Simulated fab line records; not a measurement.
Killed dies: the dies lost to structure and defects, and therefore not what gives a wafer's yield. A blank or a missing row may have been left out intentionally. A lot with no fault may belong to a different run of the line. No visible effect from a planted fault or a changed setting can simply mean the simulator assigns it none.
Which tool was responsible? + flow sky130 + 33 wafers from 11 lots sampled at 2 of the route's 708 steps

WHAT THE GAUGES READ, wafer by wafer
SKY_VIA3_OVL_MEAS_13.
| lot  | measured     | on         | VIA3_OVL (nm) |
|------|--------------|------------|---------------|
| L152 | day 40 10:47 | overlay-01 | 7 0 0         |
| L153 | day 40 16:50 | overlay-01 | 4 -5 5        |
| L154 | day 41 00:17 | overlay-01 | 12 6 -1       |
| L156 | day 41 22:43 | overlay-02 | -1 0 -3       |
| L157 | day 42 00:34 | overlay-01 | 5 -2 4        |
| L159 | day 42 13:18 | overlay-01 | 6 11 11       |
| L163 | day 43 17:07 | overlay-01 | 2 -2 2        |
| L165 | day 43 23:38 | overlay-01 | 7 9 -4        |
| L169 | day 45 10:14 | overlay-01 | 7 -12 -1      |
| L171 | day 45 13:19 | overlay-01 | -3 2 -8       |
| L172 | day 45 18:49 | overlay-01 | -11 -7 -3     |

TOOL THAT RAN EACH LOT (tool first, then ch and the chambers of the sampled wafers, then the start)
| lot  | SKY_METAL3_METAL_ETCH_18          |
|------|-----------------------------------|
| L152 | rie metal-04 ch 0,1, day 39 08:52 |
| L153 | rie metal-03 ch 1, day 39 14:58   |
| L154 | rie metal-03 ch 0,1, day 39 22:16 |
| L156 | rie metal-03 ch 0,1, day 40 21:14 |
| L157 | rie metal-02 ch 0,1, day 40 23:20 |
| L159 | rie metal-04 ch 0,1, day 41 12:48 |
| L163 | rie metal-02 ch 1, day 42 17:07   |
| L165 | rie metal-03 ch 0,1, day 42 23:28 |
| L169 | rie metal-04 ch 0,1, day 44 11:04 |
| L171 | rie metal-02 ch 0,1, day 44 14:38 |
| L172 | rie metal-04 ch 0,1, day 44 20:42 |
- SKY_METAL3_METAL_ETCH_18: etches the open film in Cl2/BCl3, stops on SiO2, target depth 845 nm, time 183.1 s.

AS READ BY THE TOOLS THEMSELVES (means over the sampled wafers that have a number; for cases with no such wafer, the mark the record gives instead)
SKY_METAL3_METAL_ETCH_18.
| lot  | tool         | drypump motor current A (A) | oes product au (a.u.) | throttle valve pct (%) |
|------|--------------|-----------------------------|-----------------------|------------------------|
| L152 | rie metal-04 | 5.31                        | 0.850                 | 22.265                 |
| L153 | rie metal-03 | 5.84                        | 0.845                 | 22.257                 |
| L154 | rie metal-03 | 5.73                        | 0.846                 | 22.259                 |
| L156 | rie metal-03 | 5.69                        | 0.852                 | 22.259                 |
| L157 | rie metal-02 | 5.77                        | 0.844                 | 22.261                 |
| L159 | rie metal-04 | 5.36                        | 0.850                 | 22.277                 |
| L163 | rie metal-02 | 5.75                        | 0.848                 | 22.256                 |
| L165 | rie metal-03 | 5.78                        | 0.843                 | 22.272                 |
| L169 | rie metal-04 | 5.31                        | 0.848                 | 22.268                 |
| L171 | rie metal-02 | 5.73                        | 0.840                 | 22.266                 |
| L172 | rie metal-04 | 5.32                        | 0.846                 | 22.261                 |

THE ANSWER, worked out from the rows above alone
Rule: the usual values come from the lots themselves. The widest of any qualifying gaps counts: lots, ordered by their means at a reading, are off when they make up no more than a third of the lots, leave a main group of 4 or more, and stand apart from it by 3 or more times the standard deviation of that group's means. A main group is skipped when, at the precision printed for the reading in the tables above, its means are all equal. Also off: a lot with no number at a reading for which 4 or more lots have one. Any other lot the step has rows for is counted as sound. The gauges are gone through in route order, then the tools' own readings, and for those a lot's mean is taken as printed above. At the first step where some lot is off, the reading lying furthest off is the one used; lots without a number count as furthest.
Across all readings shown, no lot is off: no conclusion can be drawn from this.

WHAT WAS PUT IN BY THE SIMULATOR
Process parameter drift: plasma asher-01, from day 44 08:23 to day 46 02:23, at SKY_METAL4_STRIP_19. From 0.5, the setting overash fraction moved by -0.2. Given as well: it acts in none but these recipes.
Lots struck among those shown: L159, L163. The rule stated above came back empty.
